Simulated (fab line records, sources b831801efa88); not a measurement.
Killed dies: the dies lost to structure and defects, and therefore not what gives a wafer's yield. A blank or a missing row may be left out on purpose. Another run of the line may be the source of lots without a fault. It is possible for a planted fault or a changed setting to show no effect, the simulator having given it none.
Which of the tools did it?    flow gf180mcu    18 wafers from 6 lots sampled at 2 of the route's 602 steps

== WHAT THE GAUGES SHOWED, per wafer ==
GF_CONTACT_RS_MEAS_25: measures by four-point-probe.
lot   measured      on             CONTACT_W_RS (ohm/sq)
L395  day 16 07:19  film-metro-02  0.388 0.383 0.380
L398  day 17 15:56  film-metro-01  0.381 0.382 0.382
L405  day 20 06:47  film-metro-02  0.390 0.390 0.387
L407  day 20 23:41  film-metro-03  0.400 0.494 0.392
L410  day 21 23:43  film-metro-03  0.391 0.485 0.391
L417  day 24 08:46  film-metro-01  0.387 0.382 0.386

== WHICH TOOL RAN EACH LOT (tool, then ch and the chambers of the sampled wafers, then the start) ==
lot   GF_CONTACT_CVD_24
L395  cvd-w-01 ch 0,1, day 16 07:12
L398  cvd-w-01 ch 0, day 17 15:49
L405  cvd-w-02 ch 0,1, day 20 06:41
L407  cvd-w-01 ch 0,1, day 20 23:34
L410  cvd-w-01 ch 0,1, day 21 23:36
L417  cvd-w-02 ch 0,1, day 24 08:40
- GF_CONTACT_CVD_24: deposits W, target thk 300 nm, time 90.339 s.

== THE ANSWER, worked out from the rows above alone ==
Rule: the usual values come from the lots themselves. Put in order of their means at a reading, lots are off if they are a third of the lots or fewer, leave a main group of 4 or more, and stand apart from it by a gap of 3 or more times the standard deviation of the main group's means; of several such gaps the widest counts. Not used: any main group whose means are identical at the precision the tables above print for the reading. Also off: a lot with no number at a reading for which 4 or more lots have one. All remaining lots with rows at the step are treated as sound.
Off: L407, L410, seen at GF_CONTACT_RS_MEAS_25 (CONTACT_W_RS). The main group has a mean of 0.385 ohm/sq with a standard deviation of 0.0027.
A tool fits if, at a process step before that reading, it ran every lot that is off, and no sound lot after the first of them. The gauges at GF_CONTACT_RS_MEAS_25 are tried like those tools. This does not decide it: 2 tools fit, namely cvd-w-01 at GF_CONTACT_CVD_24 and film-metro-03 at GF_CONTACT_RS_MEAS_25.

== WHAT THE SIMULATOR PUT IN ==
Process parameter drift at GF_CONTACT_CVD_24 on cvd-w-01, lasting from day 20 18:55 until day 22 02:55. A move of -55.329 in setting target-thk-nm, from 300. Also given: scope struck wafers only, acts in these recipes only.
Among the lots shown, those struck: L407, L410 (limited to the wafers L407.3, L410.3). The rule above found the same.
